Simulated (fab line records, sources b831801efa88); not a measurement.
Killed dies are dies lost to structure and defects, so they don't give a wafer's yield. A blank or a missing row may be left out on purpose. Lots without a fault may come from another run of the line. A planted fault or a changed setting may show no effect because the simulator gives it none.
fab line records | flow gf180mcu
record lots=5 wafers=15 last_day=33
route steps=602 shown MVPSD@82 VT_IMPLANT@90
lots that met no fault: from a run of the same line without faults
start_h: hours from the record's first day to the start of the lot's first wafer shown | wait_h: hours since the lot's step before | " the same as in the row above | L1.1+2: a row that stands for several wafers | - no value, or no start given | * or withheld: withheld | < > ~ a bound
route shown NAME@n: a module of which the file shows steps, and the number in the route of the first | usual: mean/standard deviation of fault-free wafers | same: alike in all rows | chamber/n: place in a boat | sites: the reading at each site | _std_site: their standard deviation | _edge_site: outer sites' mean less inner sites' | radius_mm: how far each site lies from the wafer's centre | mask NAME#n: copy n | behind: the tool/chamber that last shaped the wafer | hold: why the lot was held/for how many hours/how that ended | device: the transistor (n, p or np) that didn't switch | end of line: the same wafers' tests at the end of the route | a step without rows: its recipe alone | killed: dies lost to structure and defects at the first sort, not the wafer's yield | map: a wafer's dies, x killed, . not, _ none there
set.NAME: the setting as run; set.NAME@STEP: as run at that earlier step | model.NAME: the simulator's own value behind a step, which no gauge read
lots at some steps of the route; a table a step, a row a wafer
services: from which hour (start_h, from the record's first day; less than 0 if before it) a tool's chamber was out of use, for how many hours, and why
## steps
# step GF_MVPSD_EXPOSE_04
# recipe mask_id=MVPSD target_cd_nm=1000 na=0.6 source_shape=conventional sigma_outer=0.6 dose_mj=260
# columns lot.wafer tool chamber start_h wait_h mask
L077.1+2+3 iline_stepper-02 0 - - MVPSD#0
L080.2+4+6 iline_stepper-02 0 - - MVPSD#0
L087.1+5+6 iline_stepper-02 0 - - MVPSD#0
L088.2+3+6 iline_stepper-02 0 - - MVPSD#0
L090.1+3+5 iline_stepper-02 0 - - MVPSD#0
# step GF_MVPSD_PEB_05
# recipe temp_c=115 time_s=withheld
# usual heater_power_total_W=69.34/0.12
# columns lot.wafer tool chamber start_h wait_h heater_power_total_W
L077.1 litho_track-02 0 - - 69.21
L077.2 " 0 " " 69.44
L077.3 " 0 " " 69.32
L080.2 litho_track-02 0 - - 69.50
L080.4 " 0 " " 69.12
L080.6 " 0 " " 69.26
L087.1 litho_track-04 0 - - 69.31
L087.5 " 0 " " 69.44
L087.6 " 0 " " 69.49
L088.2 litho_track-01 0 - - 69.35
L088.3 " 0 " " 69.55
L088.6 " 0 " " 69.34
L090.1 litho_track-02 0 - - 69.29
L090.3 " 0 " " 69.55
L090.5 " 0 " " 69.31
# step GF_MVPSD_DEVELOP_06
# recipe wall_angle_deg=90 develop_time_s=60 dev_temp_c=23
# columns lot.wafer tool chamber start_h wait_h
L077.1+2+3 litho_track-02 0 - -
L080.2+4+6 litho_track-02 0 - -
L087.1+5+6 litho_track-04 0 - -
L088.2+3+6 litho_track-01 0 - -
L090.1+3+5 litho_track-02 0 - -
# step GF_MVPSD_OVL_MEAS_07
# usual MVPSD_OVL=-0.6/1.2
# columns lot.wafer tool chamber start_h wait_h MVPSD_OVL[nm]
L077.1 overlay-02 - 114.40 - -1.5
L077.2 " - " " 0.5
L077.3 " - " " 0.7
L080.2 overlay-02 - 135.55 - -0.5
L080.4 " - " " -0.4
L080.6 " - " " -1.3
L087.1 overlay-02 - 174.37 - -2.2
L087.5 " - " " -2.2
L087.6 " - " " -1.7
L088.2 overlay-02 - 180.27 - 0.6
L088.3 " - " " 1.3
L088.6 " - " " -0.6
L090.1 overlay-02 - 191.15 - -1.1
L090.3 " - " " -1.8
L090.5 " - " " -0.7
# step GF_MVPSD_IMPLANT_08
# recipe species=B energy_kev=170 dose_cm2=1.5e+13 tilt_deg=0
# usual tilt_deg=0.002/0.019
# columns lot.wafer tool chamber start_h wait_h tilt_deg
L077.1 implanter-02 0 114.44 0.0 -0.012
L077.2 " 0 " " 0.001
L077.3 " 0 " " 0.001
L080.2 implanter-02 0 135.61 0.0 0.001
L080.4 " 0 " " -0.023
L080.6 " 0 " " -0.020
L087.1 implanter-03 0 174.41 0.0 0.042
L087.5 " 0 " " -0.021
L087.6 " 0 " " 0.061
L088.2 implanter-03 0 180.32 0.0 -0.014
L088.3 " 0 " " 0.006
L088.6 " 0 " " 0.007
L090.1 implanter-02 0 191.18 0.0 -0.008
L090.3 " 0 " " -0.005
L090.5 " 0 " " 0.000
# step GF_MVPSD_IMPLANT_09
# recipe species=B energy_kev=40 dose_cm2=5e+12 tilt_deg=0
# usual tilt_deg=0.000/0.018
# columns lot.wafer tool chamber start_h wait_h tilt_deg
L077.1 implanter-02 0 114.59 0.1 -0.010
L077.2 " 0 " " -0.001
L077.3 " 0 " " 0.007
L080.2 implanter-02 0 135.76 0.1 -0.006
L080.4 " 0 " " 0.009
L080.6 " 0 " " 0.006
L087.1 implanter-03 0 174.56 0.1 -0.002
L087.5 " 0 " " -0.034
L087.6 " 0 " " -0.015
L088.2 implanter-03 0 180.47 0.1 0.017
L088.3 " 0 " " 0.014
L088.6 " 0 " " -0.007
L090.1 implanter-02 0 191.33 0.1 -0.007
L090.3 " 0 " " -0.028
L090.5 " 0 " " -0.011
# step GF_MVPSD_STRIP_10
# recipe chemistry=O2/N2 power_w=1400 pressure_mtorr=1500 platen_temp_c=250 o2_flow_sccm=3000 n2_flow_sccm=300 overash_fraction=0.5
# usual drypump_motor_current_A=5.9/0.45 heater_power_w=326/22 o2_flow_sccm=3002/10 oes_product_au=0.723/0.0044 strip_time_to_endpoint_s=36.99/0.11
# columns lot.wafer tool chamber start_h wait_h drypump_motor_current_A heater_power_w o2_flow_sccm oes_product_au rf_hours_counter_h strip_time_to_endpoint_s
L077.1 plasma_asher-02 0 114.74 0.1 5.9 337 3003 0.719 46 36.91
L077.2 " 1 " " 5.9 317 3005 0.726 46 37.00
L077.3 " 1 " " 6.0 313 2996 0.726 - 37.01
L080.2 plasma_asher-04 1 135.88 0.1 5.1 288 2995 0.720 54 37.12
L080.4 " 0 " " 5.4 301 3005 0.727 - 37.25
L080.6 " 1 " " 5.1 290 2993 0.723 - 37.00
L087.1 plasma_asher-02 1 174.71 0.1 5.9 333 3000 0.726 53 36.99
L087.5 " 1 " " 5.9 327 3005 0.721 - 37.09
L087.6 " 0 " " 5.9 340 3008 0.714 - 36.86
L088.2 plasma_asher-02 1 180.60 0.1 5.9 328 2994 0.731 54 36.95
L088.3 " 1 " " 5.9 321 3012 0.725 - 36.91
L088.6 " 0 " " 6.0 335 2992 0.716 - 36.99
L090.1 plasma_asher-02 1 191.48 0.1 5.9 319 3003 0.725 55 37.04
L090.3 " 0 " " 6.0 337 2986 0.726 - 37.04
L090.5 " 0 " " 6.0 346 3004 0.722 - 37.01
# step GF_MVPSD_TW_MEAS_11
# usual MVPSD_TW=559/4.8
# columns lot.wafer tool chamber start_h wait_h MVPSD_TW
L077.1 film_metro-02 - 114.84 0.1 554
L077.2 " - " " 555
L077.3 " - " " 552
L080.2 film_metro-01 - 135.99 0.1 557
L080.4 " - " " 555
L080.6 " - " " 554
L087.1 film_metro-04 - 174.81 0.1 560
L087.5 " - " " 561
L087.6 " - " " 560
L088.2 film_metro-02 - 180.71 0.1 559
L088.3 " - " " 558
L088.6 " - " " 556
L090.1 film_metro-01 - 191.58 0.1 556
L090.3 " - " " 558
L090.5 " - " " 556
# step GF_VT_IMPLANT_DEHYDRATE_00
# recipe temp_c=200 time_s=60
# usual heater_power_total_W=160.38/0.13
# columns lot.wafer tool chamber start_h wait_h heater_power_total_W
L077.1 litho_track-03 0 121.73 6.9 160.37
L077.2 " 0 " " 160.43
L077.3 " 0 " " 160.29
L080.2 litho_track-01 0 142.39 6.4 160.23
L080.4 " 0 " " 160.42
L080.6 " 0 " " 160.38
L087.1 litho_track-01 0 182.46 7.6 160.45
L087.5 " 0 " " 160.38
L087.6 " 0 " " 160.21
L088.2 litho_track-04 0 188.30 7.6 160.52
L088.3 " 0 " " 160.32
L088.6 " 0 " " 160.29
L090.1 litho_track-03 0 199.18 7.6 160.28
L090.3 " 0 " " 160.38
L090.5 " 0 " " 160.48
# step GF_VT_IMPLANT_HMDS_01
# recipe prime_time_s=60 prime_temp_c=120
# same prime_time_s=60
# columns lot.wafer tool chamber start_h wait_h
L077.1+2+3 litho_track-03 0 121.88 0.1
L080.2+4+6 litho_track-01 0 142.54 0.1
L087.1+5+6 litho_track-01 0 182.61 0.1
L088.2+3+6 litho_track-04 0 188.45 0.1
L090.1+3+5 litho_track-03 0 199.33 0.1
# step GF_VT_IMPLANT_COAT_02
# recipe resist=NOVOLAK spin_rpm=3000 resist_thk_nm=1000
# columns lot.wafer tool chamber start_h wait_h
L077.1+2+3 litho_track-03 0 122.03 0.1
L080.2+4+6 litho_track-01 0 142.69 0.1
L087.1+5+6 litho_track-01 0 182.76 0.1
L088.2+3+6 litho_track-04 0 188.60 0.1
L090.1+3+5 litho_track-03 0 199.48 0.1
# step GF_VT_IMPLANT_SOFTBAKE_03
# recipe temp_c=90 time_s=60 resist=NOVOLAK
# usual heater_power_total_W=56.60/0.043
# columns lot.wafer tool chamber start_h wait_h heater_power_total_W
L077.1 litho_track-03 0 122.18 0.1 56.64
L077.2 " 0 " " 56.61
L077.3 " 0 " " 56.65
L080.2 litho_track-01 0 142.84 0.1 56.57
L080.4 " 0 " " 56.70
L080.6 " 0 " " 56.56
L087.1 litho_track-01 0 182.91 0.1 56.56
L087.5 " 0 " " 56.65
L087.6 " 0 " " 56.64
L088.2 litho_track-04 0 188.75 0.1 56.59
L088.3 " 0 " " 56.68
L088.6 " 0 " " 56.56
L090.1 litho_track-03 0 199.63 0.1 56.59
L090.3 " 0 " " 56.63
L090.5 " 0 " " 56.61
# step GF_VT_IMPLANT_EXPOSE_04
# recipe mask_id=LVPWELL_LV_AREA target_cd_nm=600 na=0.6 source_shape=conventional sigma_outer=0.6 dose_mj=140
# columns lot.wafer tool chamber start_h wait_h mask
L077.1+2+3 iline_stepper-02 0 - - LVPWELL_LV_AREA#0
L080.2+4+6 iline_stepper-01 0 - - LVPWELL_LV_AREA#0
L087.1+5+6 iline_stepper-02 0 - - LVPWELL_LV_AREA#0
L088.2+3+6 iline_stepper-02 0 - - LVPWELL_LV_AREA#0
L090.1+3+5 iline_stepper-01 0 - - LVPWELL_LV_AREA#0
# step GF_VT_IMPLANT_PEB_05
# recipe temp_c=withheld time_s=* resist=NOVOLAK
# columns lot.wafer tool chamber start_h wait_h
L077.1+2+3 litho_track-04 0 - -
L080.2+4+6 litho_track-04 0 - -
L087.1+5+6 litho_track-01 0 - -
L088.2+3+6 litho_track-03 0 - -
L090.1+3+5 litho_track-03 0 - -
# step GF_VT_IMPLANT_DEVELOP_06
# recipe develop_time_s=60 dev_temp_c=23
# columns lot.wafer tool chamber start_h wait_h
L077.1+2+3 litho_track-04 0 129.42 0.1
L080.2+4+6 litho_track-04 0 151.00 0.1
L087.1+5+6 litho_track-01 0 191.21 0.1
L088.2+3+6 litho_track-03 0 196.91 0.1
L090.1+3+5 litho_track-03 0 208.13 0.1
# step GF_VT_IMPLANT_OVL_MEAS_07
# usual VT_IMPLANT_OVL=0.1/1.2
# columns lot.wafer tool chamber start_h wait_h VT_IMPLANT_OVL[nm]
L077.1 overlay-02 - 129.57 0.1 -1.3
L077.2 " - " " 0.5
L077.3 " - " " -0.3
L080.2 overlay-02 - 151.13 0.1 -0.7
L080.4 " - " " -0.5
L080.6 " - " " 2.2
L087.1 overlay-01 - 191.36 0.1 0.3
L087.5 " - " " -0.3
L087.6 " - " " 0.4
L088.2 overlay-01 - 197.04 0.1 -0.5
L088.3 " - " " -0.1
L088.6 " - " " 0.9
L090.1 overlay-02 - 208.28 0.1 1.2
L090.3 " - " " 0.9
L090.5 " - " " 1.1
# step GF_VT_IMPLANT_IMPLANT_08
# recipe species=BF2 energy_kev=20 dose_cm2=8.29e+12 tilt_deg=7
# usual tilt_deg=7.002/0.02
# columns lot.wafer tool chamber start_h wait_h tilt_deg
L077.1 implanter-01 0 129.61 0.0 7.016
L077.2 " 0 " " 6.995
L077.3 " 0 " " 7.009
L080.2 implanter-02 0 151.19 0.0 6.998
L080.4 " 0 " " 7.002
L080.6 " 0 " " 7.027
L087.1 implanter-01 0 191.40 0.0 6.994
L087.5 " 0 " " 6.976
L087.6 " 0 " " 6.943
L088.2 implanter-01 0 197.29 0.2 7.029
L088.3 " 0 " " 7.034
L088.6 " 0 " " 7.022
L090.1 implanter-01 0 208.32 0.0 6.984
L090.3 " 0 " " 6.968
L090.5 " 0 " " 7.003
# step GF_VT_IMPLANT_STRIP_09
# recipe chemistry=O2/N2 power_w=1400 pressure_mtorr=1500 platen_temp_c=250 o2_flow_sccm=3000 n2_flow_sccm=300 overash_fraction=0.5
# usual drypump_motor_current_A=5.6/0.45 heater_power_w=323/22 o2_flow_sccm=3000/9.4 oes_product_au=0.716/0.0045 strip_time_to_endpoint_s=12.64/0.033
# columns lot.wafer tool chamber start_h wait_h drypump_motor_current_A heater_power_w o2_flow_sccm oes_product_au rf_hours_counter_h strip_time_to_endpoint_s
L077.1 plasma_asher-01 1 129.76 0.1 5.6 335 2989 0.717 1 12.62
L077.2 " 0 " " 5.6 318 3006 0.721 1 12.62
L077.3 " 0 " " 5.5 318 2987 0.709 - 12.63
L080.2 plasma_asher-03 1 151.31 0.1 6.7 363 3003 0.723 38 12.64
L080.4 " 0 " " 5.4 311 3007 0.719 - 12.66
L080.6 " 1 " " 6.6 354 2994 0.715 - 12.59
L087.1 plasma_asher-03 0 191.55 0.1 5.5 300 3005 0.719 42 12.65
L087.5 " 1 " " 6.7 356 2992 0.704 - 12.72
L087.6 " 0 " " 5.5 310 3007 0.722 - 12.66
L088.2 plasma_asher-01 1 197.42 0.1 5.6 331 2986 0.712 8 12.66
L088.3 " 1 " " 5.6 331 2983 0.709 - 12.61
L088.6 " 0 " " 5.5 324 2988 0.712 - 12.62
L090.1 plasma_asher-04 1 208.47 0.1 5.1 292 3018 0.714 60 12.61
L090.3 " 1 " " 5.1 286 3006 0.725 - 12.68
L090.5 " 0 " " 5.4 304 2999 0.714 - 12.65
# step GF_VT_IMPLANT_TW_MEAS_10
# usual VT_IMPLANT_TW=567/5.7
# columns lot.wafer tool chamber start_h wait_h VT_IMPLANT_TW
L077.1 film_metro-03 - 129.86 0.1 563
L077.2 " - " " 566
L077.3 " - " " 565
L080.2 film_metro-04 - 151.42 0.1 571
L080.4 " - " " 569
L080.6 " - " " 571
L087.1 film_metro-03 - 191.65 0.1 561
L087.5 " - " " 560
L087.6 " - " " 561
L088.2 film_metro-04 - 197.53 0.1 573
L088.3 " - " " 573
L088.6 " - " " 573
L090.1 film_metro-03 - 208.57 0.1 562
L090.3 " - " " 558
L090.5 " - " " 561
# step GF_VT_IMPLANT_DEHYDRATE_11
# recipe temp_c=200 time_s=60
# usual heater_power_total_W=160.39/0.12
# columns lot.wafer tool chamber start_h wait_h heater_power_total_W
L077.1 litho_track-01 0 137.06 7.2 160.35
L077.2 " 0 " " 160.46
L077.3 " 0 " " 160.55
L080.2 litho_track-01 0 158.24 6.8 160.41
L080.4 " 0 " " 160.26
L080.6 " 0 " " 160.16
L087.1 litho_track-04 0 199.32 7.7 160.61
L087.5 " 0 " " 160.57
L087.6 " 0 " " 160.49
L088.2 litho_track-04 0 205.50 8.0 160.55
L088.3 " 0 " " 160.61
L088.6 " 0 " " 160.29
L090.1 litho_track-01 0 217.06 8.5 160.46
L090.3 " 0 " " 160.57
L090.5 " 0 " " 160.29
# step GF_VT_IMPLANT_HMDS_12
# recipe prime_time_s=60 prime_temp_c=120
# same prime_time_s=60
# columns lot.wafer tool chamber start_h wait_h
L077.1+2+3 litho_track-01 0 137.21 0.1
L080.2+4+6 litho_track-01 0 158.39 0.1
L087.1+5+6 litho_track-04 0 199.47 0.1
L088.2+3+6 litho_track-04 0 205.65 0.1
L090.1+3+5 litho_track-01 0 217.21 0.1
# step GF_VT_IMPLANT_COAT_13
# recipe resist=NOVOLAK spin_rpm=3000 resist_thk_nm=1000
# columns lot.wafer tool chamber start_h wait_h
L077.1+2+3 litho_track-01 0 137.36 0.1
L080.2+4+6 litho_track-01 0 158.54 0.1
L087.1+5+6 litho_track-04 0 199.62 0.1
L088.2+3+6 litho_track-04 0 205.80 0.1
L090.1+3+5 litho_track-01 0 217.36 0.1
# step GF_VT_IMPLANT_SOFTBAKE_14
# recipe temp_c=90 time_s=60 resist=NOVOLAK
# usual heater_power_total_W=56.60/0.042
# columns lot.wafer tool chamber start_h wait_h heater_power_total_W
L077.1 litho_track-01 0 137.51 0.1 56.65
L077.2 " 0 " " 56.52
L077.3 " 0 " " 56.60
L080.2 litho_track-01 0 158.69 0.1 56.54
L080.4 " 0 " " 56.60
L080.6 " 0 " " 56.56
L087.1 litho_track-04 0 199.77 0.1 56.58
L087.5 " 0 " " 56.57
L087.6 " 0 " " 56.65
L088.2 litho_track-04 0 205.95 0.1 56.53
L088.3 " 0 " " 56.58
L088.6 " 0 " " 56.63
L090.1 litho_track-01 0 217.51 0.1 56.60
L090.3 " 0 " " 56.62
L090.5 " 0 " " 56.62
# step GF_VT_IMPLANT_EXPOSE_15
# recipe mask_id=Nwell_LV_AREA target_cd_nm=860 na=0.6 source_shape=conventional sigma_outer=0.6 dose_mj=140
# columns lot.wafer tool chamber start_h wait_h mask
L077.1+2+3 iline_stepper-02 0 - - Nwell_LV_AREA#0
L080.2+4+6 iline_stepper-02 0 - - Nwell_LV_AREA#0
L087.1+5+6 iline_stepper-02 0 - - Nwell_LV_AREA#0
L088.2+3+6 iline_stepper-01 0 - - Nwell_LV_AREA#0
L090.1+3+5 iline_stepper-01 0 - - Nwell_LV_AREA#0
# step GF_VT_IMPLANT_PEB_16
# recipe temp_c=withheld time_s=* resist=NOVOLAK
# columns lot.wafer tool chamber start_h wait_h
L077.1+2+3 litho_track-03 0 - -
L080.2+4+6 litho_track-04 0 - -
L087.1+5+6 litho_track-03 0 - -
L088.2+3+6 litho_track-03 0 - -
L090.1+3+5 litho_track-03 0 - -
# step GF_VT_IMPLANT_DEVELOP_17
# recipe develop_time_s=60 dev_temp_c=23
# columns lot.wafer tool chamber start_h wait_h
L077.1+2+3 litho_track-03 0 144.98 0.1
L080.2+4+6 litho_track-04 0 166.55 0.1
L087.1+5+6 litho_track-03 0 208.43 0.1
L088.2+3+6 litho_track-03 0 214.21 0.1
L090.1+3+5 litho_track-03 0 226.28 0.1
# step GF_VT_IMPLANT_OVL_MEAS_18
# usual VT_IMPLANT_01_OVL=1.3/1.3
# columns lot.wafer tool chamber start_h wait_h VT_IMPLANT_01_OVL[nm]
L077.1 overlay-01 - 145.13 0.1 2.0
L077.2 " - " " 4.2
L077.3 " - " " 1.4
L080.2 overlay-01 - 166.68 0.1 1.7
L080.4 " - " " 0.9
L080.6 " - " " 3.0
L087.1 overlay-01 - 208.58 0.1 0.7
L087.5 " - " " 2.2
L087.6 " - " " 0.7
L088.2 overlay-01 - 214.34 0.1 0.9
L088.3 " - " " 0.3
L088.6 " - " " 1.8
L090.1 overlay-02 - 226.43 0.1 2.1
L090.3 " - " " 1.4
L090.5 " - " " 1.9
# step GF_VT_IMPLANT_IMPLANT_19
# recipe species=As energy_kev=100 dose_cm2=4.35e+12 tilt_deg=7
# usual tilt_deg=6.995/0.02
# columns lot.wafer tool chamber start_h wait_h tilt_deg
L077.1 implanter-03 0 145.17 0.0 7.015
L077.2 " 0 " " 6.993
L077.3 " 0 " " 7.015
L080.2 implanter-01 0 166.74 0.0 6.975
L080.4 " 0 " " 6.961
L080.6 " 0 " " 6.968
L087.1 implanter-02 0 208.62 0.0 6.998
L087.5 " 0 " " 7.016
L087.6 " 0 " " 7.040
L088.2 implanter-01 0 214.39 0.0 6.976
L088.3 " 0 " " 6.987
L088.6 " 0 " " 6.997
L090.1 implanter-03 0 226.47 0.0 6.983
L090.3 " 0 " " 6.970
L090.5 " 0 " " 6.997
# step GF_VT_IMPLANT_STRIP_20
# recipe chemistry=O2/N2 power_w=1400 pressure_mtorr=1500 platen_temp_c=250 o2_flow_sccm=3000 n2_flow_sccm=300 overash_fraction=0.5
# usual drypump_motor_current_A=5.7/0.54 heater_power_w=324/25 o2_flow_sccm=3001/9.4 oes_product_au=0.716/0.0041 strip_time_to_endpoint_s=12.649/0.03
# columns lot.wafer tool chamber start_h wait_h drypump_motor_current_A heater_power_w o2_flow_sccm oes_product_au rf_hours_counter_h strip_time_to_endpoint_s
L077.1 plasma_asher-01 1 145.32 0.1 5.6 333 3013 0.721 3 12.674
L077.2 " 0 " " 5.5 316 2999 0.721 3 12.663
L077.3 " 1 " " 5.6 330 3007 0.723 - 12.666
L080.2 plasma_asher-03 1 166.86 0.1 6.7 368 3019 0.719 39 12.648
L080.4 " 0 " " 5.5 303 2987 0.717 - 12.611
L080.6 " 1 " " 6.7 362 3008 0.721 - 12.619
L087.1 plasma_asher-03 0 208.77 0.1 5.5 307 2994 0.711 44 12.606
L087.5 " 0 " " 5.5 306 2993 0.711 - 12.643
L087.6 " 1 " " 6.7 361 2996 0.713 - 12.629
L088.2 plasma_asher-04 0 214.52 0.1 5.4 311 2989 0.714 60 12.659
L088.3 " 0 " " 5.4 302 2986 0.713 - 12.695
L088.6 " 1 " " 5.1 286 3004 0.712 - 12.683
L090.1 plasma_asher-04 0 226.62 0.1 5.4 305 3003 0.720 62 12.645
L090.3 " 1 " " 5.1 293 2997 0.718 - 12.653
L090.5 " 1 " " 5.1 293 2987 0.713 - 12.647
# step GF_VT_IMPLANT_TW_MEAS_21
# usual VT_IMPLANT_2_TW=1221/12
# columns lot.wafer tool chamber start_h wait_h VT_IMPLANT_2_TW
L077.1 film_metro-04 - 145.42 0.1 1232
L077.2 " - " " 1229
L077.3 " - " " 1232
L080.2 film_metro-02 - 166.97 0.1 1216
L080.4 " - " " 1222
L080.6 " - " " 1221
L087.1 film_metro-02 - 208.87 0.1 1211
L087.5 " - " " 1225
L087.6 " - " " 1222
L088.2 film_metro-02 - 214.63 0.1 1220
L088.3 " - " " 1215
L088.6 " - " " 1223
L090.1 film_metro-04 - 226.77 0.1 1236
L090.3 " - " " 1240
L090.5 " - " " 1246
# step GF_VT_IMPLANT_DEHYDRATE_22
# recipe temp_c=200 time_s=60
# usual heater_power_total_W=160.38/0.12
# columns lot.wafer tool chamber start_h wait_h heater_power_total_W
L077.1 litho_track-03 0 152.78 7.4 160.22
L077.2 " 0 " " 160.55
L077.3 " 0 " " 160.54
L080.2 litho_track-01 0 174.13 7.2 160.57
L080.4 " 0 " " 160.41
L080.6 " 0 " " 160.44
L087.1 litho_track-04 0 217.17 8.3 160.25
L087.5 " 0 " " 160.27
L087.6 " 0 " " 160.23
L088.2 litho_track-01 0 222.53 7.9 160.25
L088.3 " 0 " " 160.15
L088.6 " 0 " " 160.21
L090.1 litho_track-01 0 235.11 8.3 160.48
L090.3 " 0 " " 160.39
L090.5 " 0 " " 160.38
# step GF_VT_IMPLANT_HMDS_23
# recipe prime_time_s=60 prime_temp_c=120
# same prime_time_s=60
# columns lot.wafer tool chamber start_h wait_h
L077.1+2+3 litho_track-03 0 152.93 0.1
L080.2+4+6 litho_track-01 0 174.28 0.1
L087.1+5+6 litho_track-04 0 217.32 0.1
L088.2+3+6 litho_track-01 0 222.68 0.1
L090.1+3+5 litho_track-01 0 235.26 0.1
# step GF_VT_IMPLANT_COAT_24
# recipe resist=NOVOLAK spin_rpm=3000 resist_thk_nm=1000
# columns lot.wafer tool chamber start_h wait_h
L077.1+2+3 litho_track-03 0 153.08 0.1
L080.2+4+6 litho_track-01 0 174.43 0.1
L087.1+5+6 litho_track-04 0 217.47 0.1
L088.2+3+6 litho_track-01 0 222.83 0.1
L090.1+3+5 litho_track-01 0 235.41 0.1
# step GF_VT_IMPLANT_SOFTBAKE_25
# recipe temp_c=90 time_s=60 resist=NOVOLAK
# usual heater_power_total_W=56.60/0.045
# columns lot.wafer tool chamber start_h wait_h heater_power_total_W
L077.1 litho_track-03 0 153.23 0.1 56.59
L077.2 " 0 " " 56.55
L077.3 " 0 " " 56.55
L080.2 litho_track-01 0 174.58 0.1 56.64
L080.4 " 0 " " 56.61
L080.6 " 0 " " 56.57
L087.1 litho_track-04 0 217.62 0.1 56.59
L087.5 " 0 " " 56.65
L087.6 " 0 " " 56.64
L088.2 litho_track-01 0 222.98 0.1 56.57
L088.3 " 0 " " 56.60
L088.6 " 0 " " 56.54
L090.1 litho_track-01 0 235.56 0.1 56.61
L090.3 " 0 " " 56.59
L090.5 " 0 " " 56.64
# step GF_VT_IMPLANT_EXPOSE_26
# recipe mask_id=LVPWELL_HV_AREA target_cd_nm=860 na=0.6 source_shape=conventional sigma_outer=0.6 dose_mj=140
# columns lot.wafer tool chamber start_h wait_h mask
L077.1+2+3 iline_stepper-02 0 - - LVPWELL_HV_AREA#0
L080.2+4+6 iline_stepper-01 0 - - LVPWELL_HV_AREA#0
L087.1+5+6 iline_stepper-02 0 - - LVPWELL_HV_AREA#0
L088.2+3+6 iline_stepper-01 0 - - LVPWELL_HV_AREA#0
L090.1+3+5 iline_stepper-02 0 - - LVPWELL_HV_AREA#0
# step GF_VT_IMPLANT_PEB_27
# recipe temp_c=withheld time_s=* resist=NOVOLAK
# columns lot.wafer tool chamber start_h wait_h
L077.1+2+3 litho_track-01 0 - -
L080.2+4+6 litho_track-04 0 - -
L087.1+5+6 litho_track-03 0 - -
L088.2+3+6 litho_track-04 0 - -
L090.1+3+5 litho_track-01 0 - -
# step GF_VT_IMPLANT_DEVELOP_28
# recipe develop_time_s=60 dev_temp_c=23
# columns lot.wafer tool chamber start_h wait_h
L077.1+2+3 litho_track-01 0 160.51 0.1
L080.2+4+6 litho_track-04 0 182.80 0.1
L087.1+5+6 litho_track-03 0 226.58 0.1
L088.2+3+6 litho_track-04 0 232.05 0.1
L090.1+3+5 litho_track-01 0 244.36 0.1
# step GF_VT_IMPLANT_OVL_MEAS_29
# usual VT_IMPLANT_02_OVL=0.7/1.7
# columns lot.wafer tool chamber start_h wait_h VT_IMPLANT_02_OVL[nm]
L077.1 overlay-01 - 160.66 0.1 -2.2
L077.2 " - " " -2.9
L077.3 " - " " -0.6
L080.2 overlay-01 - 182.93 0.1 2.4
L080.4 " - " " 2.6
L080.6 " - " " 2.9
L087.1 overlay-01 - 226.73 0.1 -0.5
L087.5 " - " " 1.9
L087.6 " - " " 0.8
L088.2 overlay-02 - 232.18 0.1 1.1
L088.3 " - " " -2.0
L088.6 " - " " 0.5
L090.1 overlay-02 - 244.51 0.1 0.7
L090.3 " - " " -0.2
L090.5 " - " " -0.6
# step GF_VT_IMPLANT_IMPLANT_30
# recipe species=B energy_kev=25 dose_cm2=2.534e+12 tilt_deg=7
# usual tilt_deg=7.000/0.02
# columns lot.wafer tool chamber start_h wait_h tilt_deg
L077.1 implanter-02 0 160.70 0.0 7.037
L077.2 " 0 " " 6.996
L077.3 " 0 " " 7.001
L080.2 implanter-02 0 182.98 0.0 6.969
L080.4 " 0 " " 6.976
L080.6 " 0 " " 6.971
L087.1 implanter-02 0 226.77 0.0 6.986
L087.5 " 0 " " 7.031
L087.6 " 0 " " 7.009
L088.2 implanter-03 0 232.23 0.0 6.985
L088.3 " 0 " " 7.004
L088.6 " 0 " " 7.020
L090.1 implanter-01 0 244.54 0.0 6.994
L090.3 " 0 " " 7.019
L090.5 " 0 " " 6.982
# step GF_VT_IMPLANT_STRIP_31
# recipe chemistry=O2/N2 power_w=1400 pressure_mtorr=1500 platen_temp_c=250 o2_flow_sccm=3000 n2_flow_sccm=300 overash_fraction=0.5
# usual drypump_motor_current_A=5.6/0.45 heater_power_w=321/21 o2_flow_sccm=2998/11 oes_product_au=0.717/0.0047 strip_time_to_endpoint_s=12.65/0.038
# columns lot.wafer tool chamber start_h wait_h drypump_motor_current_A heater_power_w o2_flow_sccm oes_product_au rf_hours_counter_h strip_time_to_endpoint_s
L077.1 plasma_asher-01 0 160.85 0.1 5.5 320 3005 0.712 5 12.65
L077.2 " 1 " " 5.6 333 3002 0.712 5 12.64
L077.3 " 0 " " 5.5 314 3012 0.715 - 12.65
L080.2 plasma_asher-01 0 183.11 0.1 5.5 317 2998 0.712 7 12.57
L080.4 " 0 " " 5.5 319 3004 0.721 - 12.56
L080.6 " 1 " " 5.6 324 2994 0.713 - 12.60
L087.1 plasma_asher-01 0 226.92 0.1 5.6 319 2996 0.717 11 12.70
L087.5 " 0 " " 5.6 324 3012 0.720 - 12.68
L087.6 " 1 " " 5.6 336 3001 0.709 - 12.66
L088.2 plasma_asher-03 1 232.36 0.1 6.7 357 3009 0.717 46 12.64
L088.3 " 1 " " 6.7 362 3010 0.717 - 12.62
L088.6 " 0 " " 5.4 313 3005 0.713 - 12.66
L090.1 plasma_asher-01 1 244.69 0.1 5.6 325 2999 0.715 13 12.63
L090.3 " 0 " " 5.5 324 3009 0.717 - 12.67
L090.5 " 0 " " 5.5 317 3003 0.720 - 12.67
## services
# columns tool chamber start_h hours kind
plasma_asher-02 - 92.76 8.6 repair
iline_stepper-01 - 106.87 1.7 pm
plasma_asher-01 - 108.77 9.0 pm
plasma_asher-01 0 108.77 9.0 vent_cycle
plasma_asher-01 1 108.77 9.0 vent_cycle
plasma_asher-01 0 117.77 - clean
plasma_asher-01 1 117.77 - clean
iline_stepper-01 - 125.78 2.1 pm
plasma_asher-01 - 126.34 2.8 pm
iline_stepper-01 - 127.87 - consumable_replace:lamp
plasma_asher-04 - 140.61 14.3 pm
implanter-01 - 144.91 1.6 repair
iline_stepper-01 - 148.47 23.7 repair
implanter-02 - 180.58 2.1 repair
implanter-02 - 187.35 2.3 repair
iline_stepper-02 - 191.25 1.7 pm
implanter-03 - 195.34 5.8 pm
implanter-03 - 202.53 9.6 repair
## key
fault none
